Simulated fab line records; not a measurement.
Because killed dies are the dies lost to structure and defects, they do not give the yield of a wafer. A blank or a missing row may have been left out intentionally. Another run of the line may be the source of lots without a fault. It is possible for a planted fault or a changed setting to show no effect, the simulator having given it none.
fab line records	flow sky130	part 1 of 2: steps 1 to 32 of 45
[record] lots = 5	wafers = 15	last_day = 50
route steps=708 shown NWELL@68 PWDE@84 VT_ADJUST_HVTP@85 VT_ADJUST_LVTN@97
lots with no fault: from the same line, run without faults
start_h: hours from the record's opening day to when the first of the lot's shown wafers began	wait_h: how many hours have passed since the lot's step before this one	" same as the row above	L1.1+2: several wafers, shown together as one row	- either no value or no given start	* or withheld: withheld	< > ~ a bound
route shown NAME@n: NAME is a module with steps in the file, n the number in the route of the first one	usual: mean and standard deviation over wafers with no fault	same: alike in all rows	chamber/n: place in a boat	sites: each site's reading	_std_site: their standard deviation	_edge_site: outer sites' mean less inner sites'	radius_mm: how far each site lies from the wafer's centre	mask NAME#n: copy n	behind: the tool/chamber that last shaped the wafer	hold: why the lot went on hold/how many hours it stayed there/how the hold came to an end	device: transistor that didn't switch, given as n, p or np	end of line: at the end of the route, the tests of the same wafers	a step without rows: its recipe alone	killed: not the wafer's yield, but the dies lost to structure and defects at the first sort	map: a wafer's dies, marking killed ones x, the rest . and places with no die _
set.NAME: the setting the step ran with; set.NAME@STEP: the setting that earlier step ran with	model.NAME: the simulator's own value behind a step, which no gauge read
a table for each step, a row for each wafer; lots at some steps of the route
services: the hour from which a tool's chamber was out of use, counted from the record's first day as start_h (under 0 if before that day), plus the number of hours and why
[[steps]]
[step SKY_NWELL_TW_MEAS_15]
[usual] NWELL_TW = 1821/8.4
lot.wafer	tool	chamber	start_h	wait_h	NWELL_TW
L075.2	film_metro-03	-	95.81	0.1	1823
L075.3	"	-	"	"	1822
L075.6	"	-	"	"	1825
L081.1	film_metro-01	-	127.84	0.1	1820
L081.2	"	-	"	"	1818
L081.6	"	-	"	"	1814
L085.4	film_metro-02	-	148.83	0.1	1810
L085.5	"	-	"	"	1817
L085.6	"	-	"	"	1819
L094.2	film_metro-03	-	200.88	0.1	1822
L094.3	"	-	"	"	1816
L094.6	"	-	"	"	1817
L095.1	film_metro-02	-	208.59	0.1	1839
L095.4	"	-	"	"	1833
L095.5	"	-	"	"	1826
[step SKY_NWELL_DEHYDRATE_16]
[recipe] temp_c = 200	time_s = 60
lot.wafer	tool	chamber	start_h	wait_h
L075.2+3+6	litho_track-04	0	104.36	8.5
L081.1+2+6	litho_track-03	0	136.51	8.7
L085.4+5+6	litho_track-04	0	158.61	9.8
L094.2+3+6	litho_track-03	0	211.58	10.7
L095.1+4+5	litho_track-03	0	218.86	10.3
[step SKY_NWELL_HMDS_17]
[recipe] prime_time_s = 60	prime_temp_c = 120
[same] prime_time_s = 60
lot.wafer	tool	chamber	start_h	wait_h
L075.2+3+6	litho_track-04	0	104.51	0.1
L081.1+2+6	litho_track-03	0	136.66	0.1
L085.4+5+6	litho_track-04	0	158.76	0.1
L094.2+3+6	litho_track-03	0	211.73	0.1
L095.1+4+5	litho_track-03	0	219.01	0.1
[step SKY_NWELL_COAT_18]
[recipe] spin_rpm = 2000	resist_thk_nm = 3000
lot.wafer	tool	chamber	start_h	wait_h
L075.2+3+6	litho_track-04	0	104.66	0.1
L081.1+2+6	litho_track-03	0	136.81	0.1
L085.4+5+6	litho_track-04	0	158.91	0.1
L094.2+3+6	litho_track-03	0	211.88	0.1
L095.1+4+5	litho_track-03	0	219.16	0.1
[step SKY_NWELL_SOFTBAKE_19]
[recipe] temp_c = 110	time_s = withheld
lot.wafer	tool	chamber	start_h	wait_h
L075.2+3+6	litho_track-04	0	104.82	0.1
L081.1+2+6	litho_track-03	0	136.96	0.1
L085.4+5+6	litho_track-04	0	159.09	0.1
L094.2+3+6	litho_track-03	0	212.04	0.1
L095.1+4+5	litho_track-03	0	219.31	0.1
[step SKY_NWELL_EXPOSE_20]
[recipe] mask_id = NWM_COMPLEMENT	na = 0.6	source_shape = conventional	sigma_outer = 0.6	polarization = unpolarized	target_cd_nm = 840	dose_mj = 260
[usual] focus_offset_nm = 0.1/0.59
lot.wafer	tool	chamber	start_h	wait_h	mask	focus_offset_nm
L075.2	iline_stepper-02	0	-	-	NWM_COMPLEMENT#0	0.3
L075.3	"	0	"	"	NWM_COMPLEMENT#0	1.0
L075.6	"	0	"	"	NWM_COMPLEMENT#0	0.8
L081.1	iline_stepper-01	0	-	-	NWM_COMPLEMENT#0	-0.6
L081.2	"	0	"	"	NWM_COMPLEMENT#0	0.1
L081.6	"	0	"	"	NWM_COMPLEMENT#0	-0.6
L085.4	iline_stepper-02	0	-	-	NWM_COMPLEMENT#0	-0.1
L085.5	"	0	"	"	NWM_COMPLEMENT#0	-0.1
L085.6	"	0	"	"	NWM_COMPLEMENT#0	-0.4
L094.2	iline_stepper-02	0	-	-	NWM_COMPLEMENT#0	0.2
L094.3	"	0	"	"	NWM_COMPLEMENT#0	0.3
L094.6	"	0	"	"	NWM_COMPLEMENT#0	0.8
L095.1	iline_stepper-02	0	-	-	NWM_COMPLEMENT#0	-0.8
L095.4	"	0	"	"	NWM_COMPLEMENT#0	-0.5
L095.5	"	0	"	"	NWM_COMPLEMENT#0	-1.2
[step SKY_NWELL_PEB_21]
[recipe] temp_c = 115	time_s = withheld
lot.wafer	tool	chamber	start_h	wait_h
L075.2+3+6	litho_track-04	0	-	-
L081.1+2+6	litho_track-03	0	-	-
L085.4+5+6	litho_track-03	0	-	-
L094.2+3+6	litho_track-04	0	-	-
L095.1+4+5	litho_track-04	0	-	-
[step SKY_NWELL_DEVELOP_22]
[recipe] wall_angle_deg = 90	developer = TMAH	develop_time_s = 60	dev_temp_c = 23
[same] develop_time_s = 60
lot.wafer	tool	chamber	start_h	wait_h
L075.2+3+6	litho_track-04	0	-	-
L081.1+2+6	litho_track-03	0	-	-
L085.4+5+6	litho_track-03	0	-	-
L094.2+3+6	litho_track-04	0	-	-
L095.1+4+5	litho_track-04	0	-	-
[step SKY_NWELL_OVL_MEAS_23]
[usual] NWELL_01_OVL = -0.7/1.3
lot.wafer	tool	chamber	start_h	wait_h	NWELL_01_OVL[nm]
L075.2	overlay-01	-	113.54	-	0.2
L075.3	"	-	"	"	1.5
L075.6	"	-	"	"	-0.5
L081.1	overlay-01	-	146.36	-	-2.5
L081.2	"	-	"	"	-1.6
L081.6	"	-	"	"	-2.2
L085.4	overlay-02	-	169.68	-	0.3
L085.5	"	-	"	"	-1.4
L085.6	"	-	"	"	-0.3
L094.2	overlay-02	-	223.09	-	-2.5
L094.3	"	-	"	"	-0.5
L094.6	"	-	"	"	0.2
L095.1	overlay-01	-	230.89	-	-2.7
L095.4	"	-	"	"	-1.7
L095.5	"	-	"	"	-1.8
[step SKY_NWELL_IMPLANT_24]
[recipe] species = B	energy_kev = 140	dose_cm2 = 9.058e+12	tilt_deg = withheld
lot.wafer	tool	chamber	start_h	wait_h
L075.2+3+6	implanter-01	0	113.63	0.1
L081.1+2+6	implanter-01	0	146.50	0.1
L085.4+5+6	implanter-01	0	169.77	0.1
L094.2+3+6	implanter-02	0	223.15	0.0
L095.1+4+5	implanter-02	0	230.92	0.0
[step SKY_NWELL_STRIP_25]
[recipe] chemistry = O2/N2	power_w = 1400	pressure_mtorr = 1500	platen_temp_c = withheld	o2_flow_sccm = 3000	n2_flow_sccm = 300	overash_fraction = 0.5
[usual] drypump_motor_current_A = 6.2/0.4	oes_product_au = 0.722/0.0046	strip_time_to_endpoint_s = 36.89/0.1
lot.wafer	tool	chamber	start_h	wait_h	drypump_motor_current_A	oes_product_au	rf_hours_counter_h	strip_time_to_endpoint_s
L075.2	plasma_asher-01	0	113.76	0.1	6.7	0.730	42	37.10
L075.3	"	0	"	"	6.7	0.719	-	36.98
L075.6	"	0	"	"	6.7	0.724	-	36.99
L081.1	plasma_asher-04	0	146.65	0.1	6.4	0.721	34	37.10
L081.2	"	1	"	"	5.8	0.717	34	37.02
L081.6	"	0	"	"	6.4	0.719	-	37.03
L085.4	plasma_asher-04	1	169.88	0.1	5.8	0.725	-	37.01
L085.5	"	0	"	"	6.3	0.718	-	37.05
L085.6	"	1	"	"	5.8	0.724	-	36.89
L094.2	plasma_asher-01	0	223.27	0.1	6.7	0.730	54	36.88
L094.3	"	0	"	"	6.7	0.724	-	36.77
L094.6	"	1	"	"	6.4	0.720	-	36.95
L095.1	plasma_asher-01	1	231.07	0.1	6.3	0.716	54	37.00
L095.4	"	1	"	"	6.3	0.727	-	37.09
L095.5	"	0	"	"	6.7	0.715	-	37.08
[step SKY_NWELL_TW_MEAS_26]
[usual] NWELL_2_TW = 494.8/2.5
lot.wafer	tool	chamber	start_h	wait_h	NWELL_2_TW
L075.2	film_metro-03	-	113.87	0.1	492.4
L075.3	"	-	"	"	493.4
L075.6	"	-	"	"	495.4
L081.1	film_metro-02	-	146.75	0.1	494.4
L081.2	"	-	"	"	494.6
L081.6	"	-	"	"	492.2
L085.4	film_metro-01	-	170.08	0.2	495.9
L085.5	"	-	"	"	493.0
L085.6	"	-	"	"	495.2
L094.2	film_metro-02	-	223.38	0.1	499.0
L094.3	"	-	"	"	499.0
L094.6	"	-	"	"	498.4
L095.1	film_metro-02	-	231.17	0.1	499.3
L095.4	"	-	"	"	500.3
L095.5	"	-	"	"	498.7
[step SKY_NWELL_CLEAN_27]
[recipe] chemistry = SC1/SC2	mix = 1:4:20	temp_c = 70	time_s = 150	dry = n2_spin
lot.wafer	tool	chamber	start_h	wait_h
L075.2+3+6	wet_bench-03	1	113.92	0.0
L081.1+2+6	wet_bench-03	2	146.81	0.1
L085.4+5+6	wet_bench-03	3	170.11	0.0
L094.2+3+6	wet_bench-04	0	223.43	0.0
L095.1+4+5	wet_bench-01	0	231.26	0.1
[step SKY_NWELL_RTA_28]
[recipe] temp_c = 1050	time_s = 30	idle_temp_c = 650	ramp_up_c_per_s = 150	ramp_down_c_per_s = 90	ambient = N2
[usual] anneal_temp_c_max = 1054.7/0.99	lamp_power_pct = 25.31/0.055	wafer_temp_C_max = 1055.0/1
lot.wafer	tool	chamber	start_h	wait_h	anneal_temp_c_max	lamp_power_pct	wafer_temp_C_max
L075.2	rtp_anneal-02	0	113.99	0.0	1054.9	25.25	1054.8
L075.3	"	0	"	"	1053.9	25.23	1053.5
L075.6	"	0	"	"	1054.0	25.21	1054.9
L081.1	rtp_anneal-02	0	146.86	0.0	1053.8	25.26	1055.3
L081.2	"	0	"	"	1053.0	25.33	1054.5
L081.6	"	0	"	"	1053.0	25.42	1054.2
L085.4	rtp_anneal-01	0	170.21	0.1	1055.4	25.33	1055.1
L085.5	"	0	"	"	1054.7	25.34	1054.2
L085.6	"	0	"	"	1055.3	25.34	1054.0
L094.2	rtp_anneal-02	0	223.50	0.0	1054.9	25.31	1055.9
L094.3	"	0	"	"	1054.2	25.27	1053.8
L094.6	"	0	"	"	1053.9	25.28	1054.5
L095.1	rtp_anneal-01	0	231.31	0.0	1053.8	25.29	1055.0
L095.4	"	0	"	"	1055.6	25.22	1054.5
L095.5	"	0	"	"	1054.6	25.35	1053.9
[step SKY_NWELL_RS_MEAS_29]
[recipe] thk_meas_gauge = four-point-probe
[usual] NWELL_RS = 625.1/1.4
lot.wafer	tool	chamber	start_h	wait_h	NWELL_RS[ohm/sq]
L075.2	film_metro-03	-	114.09	0.1	625.8
L075.3	"	-	"	"	626.0
L075.6	"	-	"	"	625.1
L081.1	film_metro-02	-	146.99	0.1	625.0
L081.2	"	-	"	"	623.3
L081.6	"	-	"	"	624.7
L085.4	film_metro-03	-	170.32	0.1	626.2
L085.5	"	-	"	"	627.3
L085.6	"	-	"	"	627.0
L094.2	film_metro-02	-	223.60	0.1	625.9
L094.3	"	-	"	"	627.2
L094.6	"	-	"	"	624.6
L095.1	film_metro-03	-	231.41	0.1	624.0
L095.4	"	-	"	"	623.6
L095.5	"	-	"	"	624.6
[step SKY_NWELL_RS_MEAS_31]
[recipe] thk_meas_gauge = four-point-probe
[usual] PWDE_RS = 5272/16
lot.wafer	tool	chamber	start_h	wait_h	PWDE_RS[ohm/sq]
L075.2	film_metro-03	-	114.33	0.1	5267
L075.3	"	-	"	"	5286
L075.6	"	-	"	"	5298
L081.1	film_metro-02	-	147.23	0.1	5285
L081.2	"	-	"	"	5283
L081.6	"	-	"	"	5269
L085.4	film_metro-03	-	170.56	0.1	5291
L085.5	"	-	"	"	5279
L085.6	"	-	"	"	5278
L094.2	film_metro-02	-	223.84	0.1	5290
L094.3	"	-	"	"	5306
L094.6	"	-	"	"	5291
L095.1	film_metro-03	-	231.65	0.1	5277
L095.4	"	-	"	"	5310
L095.5	"	-	"	"	5301
[step SKY_VT_ADJUST_HVTP_DEHYDRATE_00]
[recipe] temp_c = 200	time_s = 60
lot.wafer	tool	chamber	start_h	wait_h
L075.2+3+6	litho_track-03	0	122.13	7.8
L081.1+2+6	litho_track-04	0	156.59	9.3
L085.4+5+6	litho_track-04	0	180.31	9.7
L094.2+3+6	litho_track-02	0	235.15	11.3
L095.1+4+5	litho_track-02	0	242.37	10.7
[step SKY_VT_ADJUST_HVTP_HMDS_01]
[recipe] prime_time_s = 60	prime_temp_c = 120
[same] prime_time_s = 60
lot.wafer	tool	chamber	start_h	wait_h
L075.2+3+6	litho_track-03	0	122.28	0.1
L081.1+2+6	litho_track-04	0	156.74	0.1
L085.4+5+6	litho_track-04	0	180.46	0.1
L094.2+3+6	litho_track-02	0	235.30	0.1
L095.1+4+5	litho_track-02	0	242.52	0.1
[step SKY_VT_ADJUST_HVTP_COAT_02]
[recipe] resist = NOVOLAK	spin_rpm = 3000	resist_thk_nm = 1140
lot.wafer	tool	chamber	start_h	wait_h
L075.2+3+6	litho_track-03	0	122.43	0.1
L081.1+2+6	litho_track-04	0	156.89	0.1
L085.4+5+6	litho_track-04	0	180.61	0.1
L094.2+3+6	litho_track-02	0	235.45	0.1
L095.1+4+5	litho_track-02	0	242.67	0.1
[step SKY_VT_ADJUST_HVTP_SOFTBAKE_03]
[recipe] temp_c = 90	time_s = 60	resist = NOVOLAK
lot.wafer	tool	chamber	start_h	wait_h
L075.2+3+6	litho_track-03	0	122.58	0.1
L081.1+2+6	litho_track-04	0	157.04	0.1
L085.4+5+6	litho_track-04	0	180.76	0.1
L094.2+3+6	litho_track-02	0	235.60	0.1
L095.1+4+5	litho_track-02	0	242.82	0.1
[step SKY_VT_ADJUST_HVTP_EXPOSE_04]
[recipe] mask_id = HVTPM	na = 0.6	source_shape = conventional	sigma_outer = 0.6	polarization = unpolarized	target_cd_nm = 380	dose_mj = 140
[usual] focus_offset_nm = 0.2/0.54
lot.wafer	tool	chamber	start_h	wait_h	mask	focus_offset_nm
L075.2	iline_stepper-02	0	-	-	HVTPM#0	0.1
L075.3	"	0	"	"	HVTPM#0	0.4
L075.6	"	0	"	"	HVTPM#0	1.1
L081.1	iline_stepper-01	0	-	-	HVTPM#0	0.0
L081.2	"	0	"	"	HVTPM#0	-0.6
L081.6	"	0	"	"	HVTPM#0	1.1
L085.4	iline_stepper-01	0	-	-	HVTPM#0	-0.7
L085.5	"	0	"	"	HVTPM#0	-0.9
L085.6	"	0	"	"	HVTPM#0	-0.1
L094.2	iline_stepper-01	0	-	-	HVTPM#0	0.7
L094.3	"	0	"	"	HVTPM#0	0.5
L094.6	"	0	"	"	HVTPM#0	0.2
L095.1	iline_stepper-01	0	-	-	HVTPM#0	0.4
L095.4	"	0	"	"	HVTPM#0	0.5
L095.5	"	0	"	"	HVTPM#0	0.4
[step SKY_VT_ADJUST_HVTP_PEB_05]
[recipe] temp_c = withheld	time_s = *	resist = NOVOLAK
lot.wafer	tool	chamber	start_h	wait_h
L075.2+3+6	litho_track-02	0	-	-
L081.1+2+6	litho_track-03	0	-	-
L085.4+5+6	litho_track-04	0	-	-
L094.2+3+6	litho_track-02	0	-	-
L095.1+4+5	litho_track-03	0	-	-
[step SKY_VT_ADJUST_HVTP_DEVELOP_06]
[recipe] resist = NOVOLAK	developer = TMAH	develop_time_s = 60	dev_temp_c = 23
[same] develop_time_s = 60
lot.wafer	tool	chamber	start_h	wait_h
L075.2+3+6	litho_track-02	0	130.75	0.1
L081.1+2+6	litho_track-03	0	167.71	0.1
L085.4+5+6	litho_track-04	0	191.06	0.1
L094.2+3+6	litho_track-02	0	247.45	0.1
L095.1+4+5	litho_track-03	0	254.76	0.1
[step SKY_VT_ADJUST_HVTP_CD_MEAS_07]
[recipe] target_cd_nm = 380
[usual] cd_nm = 379.9/2.6
lot.wafer	tool	chamber	start_h	wait_h	cd_nm
L075.2	cd_sem-02	-	130.89	0.1	382.8
L075.3	"	-	"	"	381.9
L075.6	"	-	"	"	381.1
L081.1	cd_sem-01	-	167.86	0.1	381.4
L081.2	"	-	"	"	381.1
L081.6	"	-	"	"	381.3
L085.4	cd_sem-01	-	191.20	0.1	384.7
L085.5	"	-	"	"	385.8
L085.6	"	-	"	"	383.0
L094.2	cd_sem-02	-	247.59	0.1	380.4
L094.3	"	-	"	"	381.3
L094.6	"	-	"	"	382.4
L095.1	cd_sem-02	-	254.91	0.1	377.0
L095.4	"	-	"	"	382.3
L095.5	"	-	"	"	379.5
[step SKY_VT_ADJUST_HVTP_OVL_MEAS_08]
[usual] VT_ADJUST_HVTP_OVL = 0.9/1.3
lot.wafer	tool	chamber	start_h	wait_h	VT_ADJUST_HVTP_OVL[nm]
L075.2	overlay-02	-	131.00	0.1	1.6
L075.3	"	-	"	"	1.8
L075.6	"	-	"	"	0.4
L081.1	overlay-01	-	167.98	0.1	1.4
L081.2	"	-	"	"	1.3
L081.6	"	-	"	"	1.1
L085.4	overlay-02	-	191.27	0.1	1.3
L085.5	"	-	"	"	1.5
L085.6	"	-	"	"	1.2
L094.2	overlay-01	-	247.70	0.1	3.7
L094.3	"	-	"	"	1.8
L094.6	"	-	"	"	2.7
L095.1	overlay-01	-	255.03	0.1	0.9
L095.4	"	-	"	"	-1.3
L095.5	"	-	"	"	-0.6
[step SKY_VT_ADJUST_HVTP_IMPLANT_09]
[recipe] species = As	energy_kev = 150	dose_cm2 = 4.3e+12	tilt_deg = withheld
lot.wafer	tool	chamber	start_h	wait_h
L075.2+3+6	implanter-03	0	131.05	0.0
L081.1+2+6	implanter-03	0	168.02	0.0
L085.4+5+6	implanter-04	0	191.37	0.1
L094.2+3+6	implanter-04	0	247.75	0.0
L095.1+4+5	implanter-03	0	255.07	0.0
[step SKY_VT_ADJUST_HVTP_STRIP_10]
[recipe] chemistry = O2/N2	power_w = 1400	pressure_mtorr = 1500	platen_temp_c = withheld	o2_flow_sccm = 3000	n2_flow_sccm = 300	overash_fraction = 0.5
[usual] drypump_motor_current_A = 6.2/0.38	oes_product_au = 0.716/0.0043	strip_time_to_endpoint_s = 14.19/0.044
lot.wafer	tool	chamber	start_h	wait_h	drypump_motor_current_A	oes_product_au	rf_hours_counter_h	strip_time_to_endpoint_s
L075.2	plasma_asher-03	0	131.18	0.1	5.6	0.716	42	14.22
L075.3	"	1	"	"	6.4	0.719	-	14.15
L075.6	"	0	"	"	5.7	0.709	-	14.17
L081.1	plasma_asher-04	0	168.17	0.1	6.4	0.711	36	14.13
L081.2	"	1	"	"	5.8	0.722	36	14.12
L081.6	"	1	"	"	5.8	0.716	-	14.17
L085.4	plasma_asher-03	0	191.48	0.1	5.6	0.726	-	14.21
L085.5	"	1	"	"	6.4	0.711	-	14.21
L085.6	"	0	"	"	5.6	0.719	-	14.20
L094.2	plasma_asher-01	1	247.88	0.1	6.4	0.714	56	14.13
L094.3	"	1	"	"	6.4	0.717	-	14.17
L094.6	"	0	"	"	6.7	0.712	-	14.18
L095.1	plasma_asher-01	0	255.22	0.1	6.7	0.715	57	14.19
L095.4	"	1	"	"	6.4	0.708	-	14.14
L095.5	"	0	"	"	6.7	0.723	-	14.13
[step SKY_VT_ADJUST_HVTP_TW_MEAS_11]
[usual] VT_ADJUST_HVTP_TW = 1360/7.6
lot.wafer	tool	chamber	start_h	wait_h	VT_ADJUST_HVTP_TW
L075.2	film_metro-02	-	131.29	0.1	1356
L075.3	"	-	"	"	1355
L075.6	"	-	"	"	1350
L081.1	film_metro-02	-	168.27	0.1	1353
L081.2	"	-	"	"	1359
L081.6	"	-	"	"	1354
L085.4	film_metro-01	-	191.57	0.1	1353
L085.5	"	-	"	"	1359
L085.6	"	-	"	"	1347
L094.2	film_metro-01	-	247.99	0.1	1346
L094.3	"	-	"	"	1353
L094.6	"	-	"	"	1354
L095.1	film_metro-02	-	255.32	0.1	1365
L095.4	"	-	"	"	1364
L095.5	"	-	"	"	1359
[step SKY_VT_ADJUST_LVTN_DEHYDRATE_00]
[recipe] temp_c = 200	time_s = 60
lot.wafer	tool	chamber	start_h	wait_h
L075.2+3+6	litho_track-04	0	141.06	9.8
L081.1+2+6	litho_track-02	0	177.32	9.0
L085.4+5+6	litho_track-01	0	201.98	10.4
L094.2+3+6	litho_track-02	0	259.65	11.6
L095.1+4+5	litho_track-02	0	266.82	11.5
[step SKY_VT_ADJUST_LVTN_HMDS_01]
[recipe] prime_time_s = 60	prime_temp_c = 120
[same] prime_time_s = 60
lot.wafer	tool	chamber	start_h	wait_h
L075.2+3+6	litho_track-04	0	141.21	0.1
L081.1+2+6	litho_track-02	0	177.47	0.1
L085.4+5+6	litho_track-01	0	202.13	0.1
L094.2+3+6	litho_track-02	0	259.80	0.1
L095.1+4+5	litho_track-02	0	266.97	0.1
[step SKY_VT_ADJUST_LVTN_COAT_02]
[recipe] spin_rpm = 2000	resist_thk_nm = 3000
lot.wafer	tool	chamber	start_h	wait_h
L075.2+3+6	litho_track-04	0	141.36	0.1
L081.1+2+6	litho_track-02	0	177.62	0.1
L085.4+5+6	litho_track-01	0	202.28	0.1
L094.2+3+6	litho_track-02	0	259.95	0.1
L095.1+4+5	litho_track-02	0	267.12	0.1
[step SKY_VT_ADJUST_LVTN_SOFTBAKE_03]
[recipe] temp_c = 110	time_s = withheld
lot.wafer	tool	chamber	start_h	wait_h
L075.2+3+6	litho_track-04	0	141.52	0.1
L081.1+2+6	litho_track-02	0	177.77	0.1
L085.4+5+6	litho_track-01	0	202.45	0.1
L094.2+3+6	litho_track-02	0	260.10	0.1
L095.1+4+5	litho_track-02	0	267.27	0.1
